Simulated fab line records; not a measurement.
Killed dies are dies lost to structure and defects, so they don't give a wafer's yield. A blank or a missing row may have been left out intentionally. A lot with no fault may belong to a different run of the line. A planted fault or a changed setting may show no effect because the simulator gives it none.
fab line records	flow sky130
[record] lots = 5	wafers = 15	last-day = 49
route steps=708 shown VT_ADJUST_NCORE@123 VT_ADJUST_HVTR@131 VT_ADJUST_PCH@143 SONOS_TUNNEL@154 PAD_OPEN@708
lots that met no fault: taken from a fault-free run of the same line
start-h: the number of hours between the record's first day and the start of the first shown wafer of the lot	wait-h: how many hours have passed since the lot's step before this one	" repeats the value in the row above	L1.1+2: a single row standing in for several wafers	- either no value or no given start	* or withheld: withheld	< > ~ a bound
route shown NAME@n: NAME is a module with steps in the file, n the number in the route of the first one	usual: the fault-free wafers' mean and standard deviation	same: alike in all rows	chamber/n: place in a boat	sites: the reading at each site	_std_site: standard deviation across them	_edge_site: inner sites' mean taken away from outer sites' mean	radius-mm: how far each site lies from the wafer's centre	mask NAME#n: copy n	behind: the last tool/chamber to shape the wafer	hold: reason for holding the lot/hours on hold/outcome of the hold	device: which transistor (n, p or np) failed to switch	end of line: at the end of the route, the tests of the same wafers	step lacking rows: just its recipe	killed: at the first sort, the dies lost to defects and structure; wafer yield is something else	map: dies across one wafer; x = killed, . = not, _ = none there
set.NAME: the setting the step ran with; set.NAME@STEP: the setting that earlier step ran with	model.NAME: the simulator's own value behind a step, which no gauge read
a table for each step, a row for each wafer; lots at some steps of the route
services: when a tool's chamber went out of use (start-h, in hours from the record's first day, below 0 if earlier), for how many hours, and the reason
[[steps]]
[step SKY_VT_ADJUST_NCORE_EXPOSE_04]
[recipe] mask-id = LVTN_COMPLEMENT_THIN	na = 0.6	source-shape = conventional	sigma-outer = 0.6	polarization = unpolarized	target-cd-nm = 380	dose-mj = 139
[step SKY_VT_ADJUST_NCORE_PEB_05]
[recipe] temp-c = withheld	time-s = *	resist = NOVOLAK
[step SKY_VT_ADJUST_NCORE_DEVELOP_06]
[recipe] resist = NOVOLAK	developer = TMAH	develop-time-s = 60	dev-temp-c = 23
[step SKY_VT_ADJUST_NCORE_CD_MEAS_07]
[recipe] target-cd-nm = 380
[usual] cd-nm = 380.5/2.6
lot.wafer	tool	chamber	start-h	wait-h	cd-nm
L747.1	cd-sem-02	-	192.39	0.1	386.3
L747.2	"	-	"	"	389.4
L747.3	"	-	"	"	387.7
L750.1	cd-sem-01	-	218.23	0.1	384.2
L750.2	"	-	"	"	385.3
L750.5	"	-	"	"	381.0
L761.1	cd-sem-01	-	279.84	0.1	383.0
L761.2	"	-	"	"	381.8
L761.3	"	-	"	"	380.6
L762.1	cd-sem-02	-	299.18	0.1	377.8
L762.2	"	-	"	"	376.4
L762.6	"	-	"	"	378.0
L763.3	cd-sem-01	-	300.17	0.1	383.9
L763.5	"	-	"	"	381.3
L763.6	"	-	"	"	382.5
[step SKY_VT_ADJUST_NCORE_OVL_MEAS_08]
[usual] VT_ADJUST_NCORE_OVL = -1.4/1.4
lot.wafer	tool	chamber	start-h	wait-h	VT_ADJUST_NCORE_OVL[nm]
L747.1	overlay-02	-	192.51	0.1	-1.9
L747.2	"	-	"	"	-3.2
L747.3	"	-	"	"	-1.7
L750.1	overlay-01	-	218.35	0.1	-2.6
L750.2	"	-	"	"	-0.3
L750.5	"	-	"	"	-1.1
L761.1	overlay-02	-	279.96	0.1	-0.2
L761.2	"	-	"	"	-1.2
L761.3	"	-	"	"	-1.7
L762.1	overlay-02	-	299.30	0.1	-1.3
L762.2	"	-	"	"	0.0
L762.6	"	-	"	"	-1.5
L763.3	overlay-02	-	300.26	0.1	-2.3
L763.5	"	-	"	"	-0.4
L763.6	"	-	"	"	-0.5
[step SKY_VT_ADJUST_NCORE_IMPLANT_09]
[recipe] species = B	energy-kev = 10	dose-cm2 = 2.4e+12	tilt-deg = withheld
[step SKY_VT_ADJUST_NCORE_STRIP_10]
[recipe] chemistry = O2/N2	power-w = 1400	pressure-mtorr = 1500	platen-temp-c = withheld	o2-flow-sccm = 3000	n2-flow-sccm = 300	overash-fraction = 0.5
[usual] drypump-motor-current-A = 5.82/0.23	oes-product-au = 0.715/0.0045	strip-time-to-endpoint-s = 14.20/0.039
lot.wafer	tool	chamber	start-h	wait-h	drypump-motor-current-A	oes-product-au	rf-hours-counter-h	strip-time-to-endpoint-s
L747.1	plasma-asher-04	0	192.70	0.1	5.54	0.716	7	14.16
L747.2	"	1	"	"	6.09	0.713	7	14.12
L747.3	"	0	"	"	5.56	0.717	-	14.17
L750.1	plasma-asher-04	0	218.54	0.1	5.57	0.714	9	14.13
L750.2	"	1	"	"	6.09	0.719	9	14.12
L750.5	"	1	"	"	6.08	0.721	-	14.15
L761.1	plasma-asher-01	1	280.15	0.1	5.81	0.719	46	14.20
L761.2	"	0	"	"	5.58	0.720	46	14.17
L761.3	"	0	"	"	5.58	0.719	-	14.16
L762.1	plasma-asher-01	1	299.49	0.1	5.87	0.714	48	14.22
L762.2	"	0	"	"	5.60	0.727	48	14.14
L762.6	"	0	"	"	5.58	0.717	-	14.17
L763.3	plasma-asher-01	1	300.47	0.1	5.84	0.715	-	14.23
L763.5	"	0	"	"	5.62	0.712	-	14.25
L763.6	"	1	"	"	5.87	0.720	-	14.23
[step SKY_VT_ADJUST_NCORE_TW_MEAS_11]
[usual] VT_ADJUST_NCORE_TW = 220.6/1.1
lot.wafer	tool	chamber	start-h	wait-h	VT_ADJUST_NCORE_TW
L747.1	film-metro-04	-	192.80	0.1	219.2
L747.2	"	-	"	"	221.0
L747.3	"	-	"	"	220.0
L750.1	film-metro-03	-	218.64	0.1	220.0
L750.2	"	-	"	"	220.7
L750.5	"	-	"	"	221.7
L761.1	film-metro-04	-	280.25	0.1	219.1
L761.2	"	-	"	"	220.0
L761.3	"	-	"	"	219.2
L762.1	film-metro-01	-	299.59	0.1	221.4
L762.2	"	-	"	"	221.8
L762.6	"	-	"	"	222.2
L763.3	film-metro-01	-	300.56	0.1	222.4
L763.5	"	-	"	"	223.4
L763.6	"	-	"	"	221.7
[step SKY_VT_ADJUST_HVTR_DEHYDRATE_00]
[recipe] temp-c = 200	time-s = 60
[step SKY_VT_ADJUST_HVTR_HMDS_01]
[recipe] prime-time-s = 60	prime-temp-c = 120
[step SKY_VT_ADJUST_HVTR_COAT_02]
[recipe] resist = NOVOLAK	spin-rpm = 3000	resist-thk-nm = 1140
[step SKY_VT_ADJUST_HVTR_SOFTBAKE_03]
[recipe] temp-c = 90	time-s = 60	resist = NOVOLAK
[step SKY_VT_ADJUST_HVTR_EXPOSE_04]
[recipe] mask-id = HVTRM	target-cd-nm = 380	na = 0.6	source-shape = conventional	sigma-outer = 0.6	dose-mj = 150
[usual] reticle-temp-C = 23.02/0.1
lot.wafer	tool	chamber	start-h	wait-h	mask	reticle-temp-C
L747.1	iline-stepper-01	0	201.08	-	HVTRM#0	22.88
L747.2	"	0	"	"	HVTRM#0	23.07
L747.3	"	0	"	"	HVTRM#0	23.05
L750.1	iline-stepper-01	0	229.51	-	TUNM#0	23.04
L750.2	"	0	"	"	TUNM#0	22.96
L750.5	"	0	"	"	TUNM#0	22.97
L761.1	iline-stepper-02	0	293.16	-	HVTRM#0	23.11
L761.2	"	0	"	"	HVTRM#0	23.10
L761.3	"	0	"	"	HVTRM#0	23.08
L762.1	iline-stepper-02	0	312.30	-	HVTRM#0	23.05
L762.2	"	0	"	"	HVTRM#0	23.00
L762.6	"	0	"	"	HVTRM#0	23.06
L763.3	iline-stepper-01	0	313.46	-	HVTRM#0	23.07
L763.5	"	0	"	"	HVTRM#0	23.00
L763.6	"	0	"	"	HVTRM#0	22.97
[step SKY_VT_ADJUST_HVTR_PEB_05]
[recipe] temp-c = withheld	time-s = *	resist = NOVOLAK
[step SKY_VT_ADJUST_HVTR_DEVELOP_06]
[recipe] develop-time-s = 60	dev-temp-c = 23
[step SKY_VT_ADJUST_HVTR_CD_MEAS_07]
[recipe] target-cd-nm = 380
[usual] cd-nm = 379.0/2.7
lot.wafer	tool	chamber	start-h	wait-h	cd-nm
L747.1	cd-sem-01	-	210.69	0.1	380.0
L747.2	"	-	"	"	379.7
L747.3	"	-	"	"	380.4
L750.1	cd-sem-01	-	241.43	0.1	-
L750.2	"	-	"	"	-
L750.5	"	-	"	"	-
L761.1	cd-sem-02	-	305.48	0.1	377.9
L761.2	"	-	"	"	377.4
L761.3	"	-	"	"	376.1
L762.1	cd-sem-01	-	325.75	0.1	376.8
L762.2	"	-	"	"	378.3
L762.6	"	-	"	"	376.2
L763.3	cd-sem-02	-	326.79	0.1	374.5
L763.5	"	-	"	"	378.5
L763.6	"	-	"	"	372.4
[step SKY_VT_ADJUST_HVTR_OVL_MEAS_08]
[usual] VT_ADJUST_HVTR_OVL = 0.4/1.9
lot.wafer	tool	chamber	start-h	wait-h	VT_ADJUST_HVTR_OVL[nm]
L747.1	overlay-02	-	210.81	0.1	2.6
L747.2	"	-	"	"	2.0
L747.3	"	-	"	"	2.2
L750.1	overlay-01	-	241.55	0.1	-
L750.2	"	-	"	"	-
L750.5	"	-	"	"	-
L761.1	overlay-02	-	305.60	0.1	0.7
L761.2	"	-	"	"	-0.1
L761.3	"	-	"	"	2.3
L762.1	overlay-01	-	325.87	0.1	-0.5
L762.2	"	-	"	"	1.6
L762.6	"	-	"	"	-0.1
L763.3	overlay-02	-	326.89	0.1	2.6
L763.5	"	-	"	"	2.2
L763.6	"	-	"	"	1.5
[step SKY_VT_ADJUST_HVTR_IMPLANT_09]
[recipe] species = B	energy-kev = 10	dose-cm2 = 2.1e+12	tilt-deg = withheld
[step SKY_VT_ADJUST_HVTR_STRIP_10]
[recipe] chemistry = O2/N2	power-w = 1400	pressure-mtorr = 1500	platen-temp-c = withheld	o2-flow-sccm = 3000	n2-flow-sccm = 300	overash-fraction = 0.5
[usual] drypump-motor-current-A = 5.83/0.29	oes-product-au = 0.716/0.0048	strip-time-to-endpoint-s = 14.18/0.041
lot.wafer	tool	chamber	start-h	wait-h	drypump-motor-current-A	oes-product-au	rf-hours-counter-h	strip-time-to-endpoint-s
L747.1	plasma-asher-01	0	211.00	0.1	5.63	0.723	40	14.17
L747.2	"	1	"	"	5.87	0.706	40	14.20
L747.3	"	0	"	"	5.60	0.723	-	14.22
L750.1	plasma-asher-01	1	241.74	0.1	5.85	0.727	42	14.23
L750.2	"	0	"	"	5.60	0.721	42	14.24
L750.5	"	0	"	"	5.60	0.706	-	14.17
L761.1	plasma-asher-03	1	305.79	0.1	5.43	0.729	62	14.23
L761.2	"	0	"	"	6.13	0.717	62	14.21
L761.3	"	1	"	"	5.43	0.719	-	14.20
L762.1	plasma-asher-02	1	326.06	0.1	6.27	0.715	64	14.16
L762.2	"	0	"	"	5.84	0.718	64	14.14
L762.6	"	1	"	"	6.28	0.719	-	14.11
L763.3	plasma-asher-03	0	327.09	0.1	6.11	0.713	-	14.16
L763.5	"	0	"	"	6.09	0.715	-	14.16
L763.6	"	1	"	"	5.44	0.713	-	14.18
[step SKY_VT_ADJUST_HVTR_TW_MEAS_11]
[usual] VT_ADJUST_HVTR_TW = 212.7/1.1
lot.wafer	tool	chamber	start-h	wait-h	VT_ADJUST_HVTR_TW
L747.1	film-metro-02	-	211.10	0.1	211.6
L747.2	"	-	"	"	212.1
L747.3	"	-	"	"	211.8
L750.1	film-metro-02	-	241.84	0.1	30.3
L750.2	"	-	"	"	30.2
L750.5	"	-	"	"	30.4
L761.1	film-metro-04	-	305.89	0.1	212.4
L761.2	"	-	"	"	212.5
L761.3	"	-	"	"	211.8
L762.1	film-metro-04	-	326.16	0.1	212.6
L762.2	"	-	"	"	212.2
L762.6	"	-	"	"	211.8
L763.3	film-metro-04	-	327.18	0.1	210.9
L763.5	"	-	"	"	212.2
L763.6	"	-	"	"	212.0
[step SKY_VT_ADJUST_PCH_DEHYDRATE_00]
[recipe] temp-c = 200	time-s = 60
[step SKY_VT_ADJUST_PCH_HMDS_01]
[recipe] prime-time-s = 60	prime-temp-c = 120
[step SKY_VT_ADJUST_PCH_COAT_02]
[recipe] spin-rpm = 2000	resist-thk-nm = 3000
[step SKY_VT_ADJUST_PCH_SOFTBAKE_03]
[recipe] temp-c = 110	time-s = withheld
[step SKY_VT_ADJUST_PCH_EXPOSE_04]
[recipe] mask-id = NWM	na = 0.6	source-shape = conventional	sigma-outer = 0.6	polarization = unpolarized	target-cd-nm = 840	dose-mj = 255
[step SKY_VT_ADJUST_PCH_PEB_05]
[recipe] temp-c = 115	time-s = withheld
[step SKY_VT_ADJUST_PCH_DEVELOP_06]
[recipe] wall-angle-deg = 90	developer = TMAH	develop-time-s = 60	dev-temp-c = 23
[step SKY_VT_ADJUST_PCH_OVL_MEAS_07]
[usual] VT_ADJUST_PCH_OVL = 0.8/1.4
lot.wafer	tool	chamber	start-h	wait-h	VT_ADJUST_PCH_OVL[nm]
L747.1	overlay-02	-	232.93	-	2.2
L747.2	"	-	"	"	3.2
L747.3	"	-	"	"	3.4
L750.1	overlay-01	-	265.19	-	1.3
L750.2	"	-	"	"	0.1
L750.5	"	-	"	"	1.8
L761.1	overlay-01	-	331.58	-	-0.2
L761.2	"	-	"	"	1.6
L761.3	"	-	"	"	1.6
L762.1	overlay-02	-	352.75	-	2.2
L762.2	"	-	"	"	4.2
L762.6	"	-	"	"	2.9
L763.3	overlay-01	-	354.67	-	-0.2
L763.5	"	-	"	"	0.8
L763.6	"	-	"	"	0.5
[step SKY_VT_ADJUST_PCH_IMPLANT_08]
[recipe] species = B	energy-kev = 10	dose-cm2 = 5e+11	tilt-deg = withheld
[step SKY_VT_ADJUST_PCH_STRIP_09]
[recipe] chemistry = O2/N2	power-w = 1400	pressure-mtorr = 1500	platen-temp-c = withheld	o2-flow-sccm = 3000	n2-flow-sccm = 300	overash-fraction = 0.5
[usual] drypump-motor-current-A = 5.78/0.27	oes-product-au = 0.723/0.0048	strip-time-to-endpoint-s = 36.90/0.096
lot.wafer	tool	chamber	start-h	wait-h	drypump-motor-current-A	oes-product-au	rf-hours-counter-h	strip-time-to-endpoint-s
L747.1	plasma-asher-03	1	233.12	0.1	5.42	0.727	55	37.06
L747.2	"	0	"	"	6.09	0.721	55	36.93
L747.3	"	1	"	"	5.44	0.722	-	36.95
L750.1	plasma-asher-01	1	265.38	0.1	5.84	0.729	45	36.74
L750.2	"	0	"	"	5.61	0.722	45	36.79
L750.5	"	1	"	"	5.82	0.733	-	36.90
L761.1	plasma-asher-01	1	331.77	0.1	5.87	0.718	51	37.04
L761.2	"	0	"	"	5.58	0.727	51	36.98
L761.3	"	1	"	"	5.86	0.723	-	36.88
L762.1	plasma-asher-03	1	352.94	0.1	5.43	0.721	66	37.10
L762.2	"	0	"	"	6.15	0.708	66	36.94
L762.6	"	1	"	"	5.43	0.717	-	36.86
L763.3	plasma-asher-03	0	354.87	0.1	6.13	0.728	-	36.85
L763.5	"	1	"	"	5.43	0.730	-	37.07
L763.6	"	0	"	"	6.13	0.726	-	37.01
[step SKY_VT_ADJUST_PCH_TW_MEAS_10]
[usual] VT_ADJUST_PCH_TW = 143.9/0.75
lot.wafer	tool	chamber	start-h	wait-h	VT_ADJUST_PCH_TW
L747.1	film-metro-04	-	233.22	0.1	143.0
L747.2	"	-	"	"	143.2
L747.3	"	-	"	"	142.6
L750.1	film-metro-03	-	265.48	0.1	143.4
L750.2	"	-	"	"	143.6
L750.5	"	-	"	"	143.4
L761.1	film-metro-04	-	331.87	0.1	143.0
L761.2	"	-	"	"	143.5
L761.3	"	-	"	"	143.5
L762.1	film-metro-02	-	353.04	0.1	144.2
L762.2	"	-	"	"	143.5
L762.6	"	-	"	"	143.3
L763.3	film-metro-03	-	354.96	0.1	144.1
L763.5	"	-	"	"	144.1
L763.6	"	-	"	"	143.9
[step SKY_SONOS_TUNNEL_DEHYDRATE_00]
[recipe] temp-c = 200	time-s = 60
[step SKY_SONOS_TUNNEL_HMDS_01]
[recipe] prime-time-s = 60	prime-temp-c = 120
[step SKY_SONOS_TUNNEL_COAT_02]
[recipe] resist = NOVOLAK	spin-rpm = 3000	resist-thk-nm = 1140
[step SKY_SONOS_TUNNEL_SOFTBAKE_03]
[recipe] temp-c = 90	time-s = 60	resist = NOVOLAK
[step SKY_SONOS_TUNNEL_EXPOSE_04]
[recipe] mask-id = TUNM	na = 0.6	source-shape = conventional	sigma-outer = 0.6	polarization = unpolarized	target-cd-nm = 410	dose-mj = 136
[step SKY_SONOS_TUNNEL_PEB_05]
[recipe] temp-c = withheld	time-s = *	resist = NOVOLAK
[step SKY_SONOS_TUNNEL_DEVELOP_06]
[recipe] resist = NOVOLAK	developer = TMAH	develop-time-s = 60	dev-temp-c = 23
[step SKY_SONOS_TUNNEL_CD_MEAS_07]
[recipe] target-cd-nm = 410
[usual] cd-nm = 409.9/2.1
lot.wafer	tool	chamber	start-h	wait-h	cd-nm
L747.1	cd-sem-01	-	256.43	0.1	411.6
L747.2	"	-	"	"	411.3
L747.3	"	-	"	"	410.8
L750.1	cd-sem-01	-	289.33	0.1	408.3
L750.2	"	-	"	"	410.4
L750.5	"	-	"	"	413.5
L761.1	cd-sem-02	-	359.13	0.1	411.4
L761.2	"	-	"	"	412.1
L761.3	"	-	"	"	411.6
L762.1	cd-sem-02	-	380.25	0.1	410.4
L762.2	"	-	"	"	409.8
L762.6	"	-	"	"	409.9
L763.3	cd-sem-02	-	382.77	0.1	407.2
L763.5	"	-	"	"	406.8
L763.6	"	-	"	"	407.7
[step SKY_SONOS_TUNNEL_OVL_MEAS_08]
[usual] SONOS_TUNNEL_OVL = -0.2/1.6
lot.wafer	tool	chamber	start-h	wait-h	SONOS_TUNNEL_OVL[nm]
L747.1	overlay-01	-	256.55	0.1	-1.1
L747.2	"	-	"	"	-2.5
L747.3	"	-	"	"	-3.5
L750.1	overlay-02	-	289.45	0.1	1.0
L750.2	"	-	"	"	0.1
L750.5	"	-	"	"	0.9
L761.1	overlay-02	-	359.25	0.1	1.3
L761.2	"	-	"	"	1.9
L761.3	"	-	"	"	0.6
L762.1	overlay-02	-	380.37	0.1	-0.4
L762.2	"	-	"	"	0.4
L762.6	"	-	"	"	-0.1
L763.3	overlay-02	-	382.86	0.1	1.5
L763.5	"	-	"	"	0.4
L763.6	"	-	"	"	0.8
[step SKY_SONOS_TUNNEL_IMPLANT_09]
[recipe] species = B	energy-kev = 20	dose-cm2 = 1e+12	tilt-deg = withheld
[step SKY_SONOS_TUNNEL_WET_ETCH_10]
[recipe] chemistry = dHF	target-depth-nm = 14	target = SiO2	dilution = 100:1	temp-c = 25	time-s = 280
[step SKY_SONOS_TUNNEL_TW_MEAS_12]
[usual] SONOS_TUNNEL_TW = 198.9/0.99
lot.wafer	tool	chamber	start-h	wait-h	SONOS_TUNNEL_TW
L747.1	film-metro-03	-	257.00	0.0	199.2
L747.2	"	-	"	"	200.3
L747.3	"	-	"	"	199.1
L750.1	film-metro-03	-	289.91	0.0	252.8
L750.2	"	-	"	"	252.6
L750.5	"	-	"	"	252.9
L761.1	film-metro-02	-	359.70	0.0	199.2
L761.2	"	-	"	"	198.5
L761.3	"	-	"	"	198.3
L762.1	film-metro-02	-	380.86	0.0	198.9
L762.2	"	-	"	"	200.0
L762.6	"	-	"	"	198.0
L763.3	film-metro-03	-	383.33	0.0	197.2
L763.5	"	-	"	"	198.1
L763.6	"	-	"	"	197.5
[step SKY_PAD_OPEN_PROBE_99]
[usual] killed_at_M0_to_M3 = 43/6.4	killed_at_M4_up = 3.1/2	killed-at-contacts = 24/5.2	killed-at-front-end = 15/4.3	killed-at-other = 0.2/0.48	killed-dies = 85/9.7	killed-on-rim = 17/4.2	killed-open = 47/6.9	killed-short = 38/6.7
[same] gross-dies = 492	killed-at-back-side = 0
lot.wafer	tool	chamber	start-h	wait-h	killed_at_M0_to_M3	killed_at_M4_up	killed-at-contacts	killed-at-front-end	killed-at-other	killed-dies	killed-on-rim	killed-open	killed-short
L750.1	prober-02	-	1110.15	0.1	42	1	27	422	0	492	96	49	41
L750.2	prober-02	-	1110.20	0.1	34	3	23	432	0	492	96	42	30
L750.5	prober-02	-	1110.35	0.2	45	3	26	418	0	492	96	50	41
L761.1	prober-01	-	1165.54	0.1	39	3	25	13	0	80	29	48	32
L761.2	prober-01	-	1165.59	0.1	50	4	29	14	0	97	23	48	49
L761.3	prober-01	-	1165.64	0.2	49	1	17	21	1	89	19	43	46
L763.3	prober-01	-	1175.40	0.2	48	6	24	24	2	104	21	49	55
L763.5	prober-01	-	1175.50	0.2	45	4	10	12	0	71	12	40	31
L763.6	prober-01	-	1175.55	0.2	44	3	22	23	1	93	16	49	44
// killed by level:class
L750.1 VT_ADJUST_HVTR:area-expose=402 VIA1:geometric-particle:open=9 CONTACT:geometric-particle:open=8 VIA3:geometric-particle:open=8 POLY_GATE:geometric-particle:open=6 LI_CONTACT:geometric-particle:short=6 CONTACT:geometric-particle:short=6 LI_CONTACT:geometric-particle:open=5
L750.2 VT_ADJUST_HVTR:area-expose=420 VIA1:geometric-particle:open=11 CONTACT:geometric-particle:open=10 VIA1:geometric-particle:short=5 FIELD_ISO:geometric-particle:open=4 FIELD_ISO:geometric-particle:short=4 LI_CONTACT:geometric-particle:open=4 LOCAL_INTERCONNECT:geometric-particle:short=3
L750.5 VT_ADJUST_HVTR:area-expose=401 VIA2:geometric-particle:open=10 CONTACT:geometric-particle:open=10 LI_CONTACT:geometric-particle:open=8 VIA1:geometric-particle:open=7 VIA3:geometric-particle:open=6 POLY_GATE:geometric-particle:short=5 VIA1:geometric-particle:short=5
L761.1 VIA1:geometric-particle:open=10 LI_CONTACT:geometric-particle:open=8 CONTACT:geometric-particle:open=8 METAL2:geometric-particle:short=7 POLY_GATE:geometric-particle:open=5 LOCAL_INTERCONNECT:geometric-particle:short=5 VIA3:geometric-particle:open=5 METAL1:geometric-particle:short=4
L761.2 VIA1:geometric-particle:open=11 CONTACT:geometric-particle:open=10 METAL1:geometric-particle:short=6 LI_CONTACT:geometric-particle:open=6 CONTACT:geometric-particle:short=6 VIA1:geometric-particle:short=6 METAL3:geometric-particle:short=5 VIA3:geometric-particle:open=5
L761.3 METAL1:geometric-particle:short=10 LI_CONTACT:geometric-particle:open=7 FIELD_ISO:geometric-particle:open=6 VIA2:geometric-particle:open=6 FIELD_ISO:geometric-particle:short=5 VIA1:geometric-particle:open=5 VIA3:geometric-particle:short=5 POLY_GATE:geometric-particle:open=4
L763.3 VIA1:geometric-particle:open=10 VIA2:geometric-particle:open=9 CONTACT:geometric-particle:open=8 FIELD_ISO:geometric-particle:short=6 POLY_GATE:geometric-particle:open=6 CONTACT:geometric-particle:short=6 VIA1:geometric-particle:short=6 POLY_GATE:geometric-particle:short=4
L763.5 VIA1:geometric-particle:open=16 VIA3:geometric-particle:open=5 VIA2:geometric-particle:open=5 VIA1:geometric-particle:short=5 POLY_GATE:geometric-particle:open=4 METAL1:geometric-particle:short=4 CONTACT:geometric-particle:open=4 METAL4:geometric-particle:short=4
L763.6 VIA1:geometric-particle:open=9 VIA2:geometric-particle:open=8 FIELD_ISO:geometric-particle:open=7 LI_CONTACT:geometric-particle:open=7 CONTACT:geometric-particle:open=6 METAL3:geometric-particle:short=6 FIELD_ISO:geometric-particle:short=5 LOCAL_INTERCONNECT:geometric-particle:short=5
// map L750.1 (x killed, . not)
__________xxxxxxxxxx_________
________xxxxxxxxxxxxxx_______
______xxxxxxxxxxxxxxxxxx_____
_____xxxxxxxxxxxxxxxxxxxx____
____xxxxxxxxxxxxxxxxxxxxxx___
___xxxxxxxxxxxxxxxxxxxxxxxx__
__xxxxxxxxxxxxxxxxxxxxxxxxxx_
_xxxxxxxxxxxxxxxxxxxxxxxxxxxx
_xxxxxxxxxxxxxxxxxxxxxxxxxxxx
_xxxxxxxxxxxxxxxxxxxxxxxxxxxx
_xxxxxxxxxxxxxxxxxxxxxxxxxxxx
_xxxxxxxxxxxxxxxxxxxxxxxxxxxx
_xxxxxxxxxxxxxxxxxxxxxxxxxxxx
_xxxxxxxxxxxxxxxxxxxxxxxxxxxx
_xxxxxxxxxxxxxxxxxxxxxxxxxxxx
__xxxxxxxxxxxxxxxxxxxxxxxxxx_
___xxxxxxxxxxxxxxxxxxxxxxxx__
____xxxxxxxxxxxxxxxxxxxxxx___
_____xxxxxxxxxxxxxxxxxxxx____
______xxxxxxxxxxxxxxxxxx_____
________xxxxxxxxxxxxxx_______
__________xxxxxxxxxx_________
// map L747.3 (x killed, . not)
__________...x......_________
________.....x....x..._______
______.x...x.....x......_____
_____x..x....x.......x...____
____.x.....x...x..xx.x...x___
___x....x.xx........x......__
__..........x.xxx.xx.x...x.._
_..x.x........x....x......xx.
_.x..........x......xx.......
_xx.x..xx...........xx....x..
_...x.............x.....x....
_.....x..........x...........
_......x...x.........x..x....
_x..x.....xx.................
_.x....x..x..x...............
__.x...x.......x..x......xx._
___x...x...xx.xx......x..xx__
____.xx....xx.....xx..x...___
_____.....xx.xx..xx...xx.____
______....x.......x....._____
________.x.....x......_______
__________...x.xxx.._________
[[services]]
tool	chamber	start-h	hours	kind
iline-stepper-02	-	176.02	14.3	repair
iline-stepper-02	-	199.75	4.3	pm
iline-stepper-01	-	232.75	8.9	pm
plasma-asher-01	-	285.07	5.1	repair
plasma-asher-03	-	318.52	3.3	repair
iline-stepper-01	-	341.95	1.7	pm
iline-stepper-01	-	351.97	2.1	pm
plasma-asher-01	-	353.43	2.8	pm
iline-stepper-01	-	354.05	-	consumable-replace:lamp
[[key]]
[first-sign] step = SKY_VT_ADJUST_HVTR_EXPOSE_04	reading = mask	direction = changed
[effect] step = SKY_VT_ADJUST_HVTR_CD_MEAS_07	reading = cd-nm	direction = missing
[effect] step = SKY_VT_ADJUST_HVTR_OVL_MEAS_08	reading = VT_ADJUST_HVTR_OVL	direction = missing
[effect] step = SKY_VT_ADJUST_HVTR_TW_MEAS_11	reading = VT_ADJUST_HVTR_TW	direction = down	sigmas = 99+	usual = 212.7	struck = 30.3
[effect] step = SKY_SONOS_TUNNEL_TW_MEAS_12	reading = SONOS_TUNNEL_TW	direction = up	sigmas = 54	usual = 198.9	struck = 252.8
[effect] step = SKY_PAD_OPEN_PROBE_99	reading = killed-at-front-end	direction = up	sigmas = 95	usual = 15	struck = 424
[more-kills-born-at] SKY_VT_ADJUST_HVTR_EXPOSE_04@iline-stepper-01 = 1223
met-at SKY_VT_ADJUST_HVTR_EXPOSE_04
struck-wafers L750.1,L750.2,L750.5
tester-left-out L750
onset-between 201.08 229.51
[fault] kind = wrong-mask	tool = any	chamber = -	onset-h = 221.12	steps = SKY_VT_ADJUST_HVTR_EXPOSE_04	aux-copy = TUNM#0	scope = struck-lots-only
// tester-left-out: of these lots the tester's yield and bins aren't shown, on N5 and GAA mostly nor the transistor test; their killed dies are dies lost to structure and defects alone, not to doping, threshold or leakage, so they don't give the yield
